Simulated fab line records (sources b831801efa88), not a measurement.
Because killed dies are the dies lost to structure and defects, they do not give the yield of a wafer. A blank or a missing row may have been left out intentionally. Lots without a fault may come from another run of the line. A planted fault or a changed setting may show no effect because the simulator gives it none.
Chamber matching / flow sky130 / cmp-01 running SKY_CONTACT_CMP_27: 4 sister chambers
The step polishes, stops on SiO2, t overpolish 15 s, target thk 0 nm. 16 wafers are shown with their chamber, then 8 later ones without.

== EACH WAFER AND ITS CHAMBER ==
wafer=L962.1; chamber=1; motorCurrentA (A)=9.1; overpolishRunS (s)=14.984; timeToEndpointS (s)=82
wafer=L962.3; chamber=0; motorCurrentA (A)=11.0; overpolishRunS (s)=15.011; timeToEndpointS (s)=76
wafer=L962.5; chamber=1; motorCurrentA (A)=9.2; overpolishRunS (s)=14.990; timeToEndpointS (s)=78
wafer=L963.2; chamber=1; motorCurrentA (A)=9.8; overpolishRunS (s)=14.987; timeToEndpointS (s)=79
wafer=L963.3; chamber=2; motorCurrentA (A)=11.1; overpolishRunS (s)=14.994; timeToEndpointS (s)=78
wafer=L963.5; chamber=3; motorCurrentA (A)=11.1; overpolishRunS (s)=15.007; timeToEndpointS (s)=82
wafer=L964.2; chamber=1; motorCurrentA (A)=10.0; overpolishRunS (s)=15.007; timeToEndpointS (s)=78
wafer=L964.3; chamber=0; motorCurrentA (A)=11.4; overpolishRunS (s)=15.006; timeToEndpointS (s)=81
wafer=L964.4; chamber=3; motorCurrentA (A)=11.4; overpolishRunS (s)=15.013; timeToEndpointS (s)=80
wafer=L968.1; chamber=2; motorCurrentA (A)=11.8; overpolishRunS (s)=15.014; timeToEndpointS (s)=80
wafer=L968.2; chamber=0; motorCurrentA (A)=11.2; overpolishRunS (s)=14.994; timeToEndpointS (s)=74
wafer=L968.4; chamber=1; motorCurrentA (A)=9.6; overpolishRunS (s)=14.985; timeToEndpointS (s)=75
wafer=L969.2; chamber=3; motorCurrentA (A)=11.6; overpolishRunS (s)=15.009; timeToEndpointS (s)=78
wafer=L969.4; chamber=0; motorCurrentA (A)=11.8; overpolishRunS (s)=15.005; timeToEndpointS (s)=70
wafer=L969.5; chamber=0; motorCurrentA (A)=11.1; overpolishRunS (s)=15.000; timeToEndpointS (s)=75
wafer=L971.4; chamber=0; motorCurrentA (A)=11.0; overpolishRunS (s)=15.002; timeToEndpointS (s)=79

SIGNATURES, as means of the wafers listed above
reading=motorCurrentA; chamber 0=11.250; chamber 1=9.540; chamber 2=11.450; chamber 3=11.367; scatter within a chamber=0.346
reading=overpolishRunS; chamber 0=15.00300; chamber 1=14.99060; chamber 2=15.00400; chamber 3=15.00967; scatter within a chamber=0.00787
reading=timeToEndpointS; chamber 0=75.83; chamber 1=78.40; chamber 2=79.00; chamber 3=80.00; scatter within a chamber=3.03
Rule: a wafer lies at a distance from a chamber equal to the root of the sum of squares, over the readings, of (its reading less the chamber's mean, divided by the reading's scatter). The wafer belongs to the nearest chamber; if the next one is less than 2 further off, it can't be placed. How the scatter is found: for the shown wafers, subtract from each reading the mean of its chamber, square and add these, divide the total by (wafers less chambers), then take the root.

== WAFERS MISSING THEIR CHAMBER ==
wafer=L971.5; motorCurrentA (A)=11.4; overpolishRunS (s)=14.996; timeToEndpointS (s)=81
wafer=L971.6; motorCurrentA (A)=12.1; overpolishRunS (s)=14.994; timeToEndpointS (s)=78
wafer=L978.1; motorCurrentA (A)=9.2; overpolishRunS (s)=14.991; timeToEndpointS (s)=77
wafer=L978.2; motorCurrentA (A)=10.9; overpolishRunS (s)=15.007; timeToEndpointS (s)=73
wafer=L978.5; motorCurrentA (A)=11.1; overpolishRunS (s)=14.997; timeToEndpointS (s)=79
wafer=L979.4; motorCurrentA (A)=9.3; overpolishRunS (s)=14.999; timeToEndpointS (s)=78
wafer=L979.5; motorCurrentA (A)=9.4; overpolishRunS (s)=14.999; timeToEndpointS (s)=73
wafer=L979.6; motorCurrentA (A)=11.2; overpolishRunS (s)=15.003; timeToEndpointS (s)=77

== WHICH CHAMBER EACH ONE RAN IN ==
wafer=L971.5; from the rows above=can't be placed: 2 or 3 or 0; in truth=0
wafer=L971.6; from the rows above=can't be placed: 2 or 0 or 3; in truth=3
wafer=L978.1; from the rows above=1; in truth=1
wafer=L978.2; from the rows above=can't be placed: 0 or 2 or 3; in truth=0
wafer=L978.5; from the rows above=can't be placed: 2 or 0 or 3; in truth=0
wafer=L979.4; from the rows above=1; in truth=1
wafer=L979.5; from the rows above=1; in truth=1
wafer=L979.6; from the rows above=can't be placed: 0 or 2 or 3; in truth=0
Correct placement for 3 of the 8. Can't be placed from these rows: 5 (the true chamber is among the candidates in 5). Placed wrongly: 0.
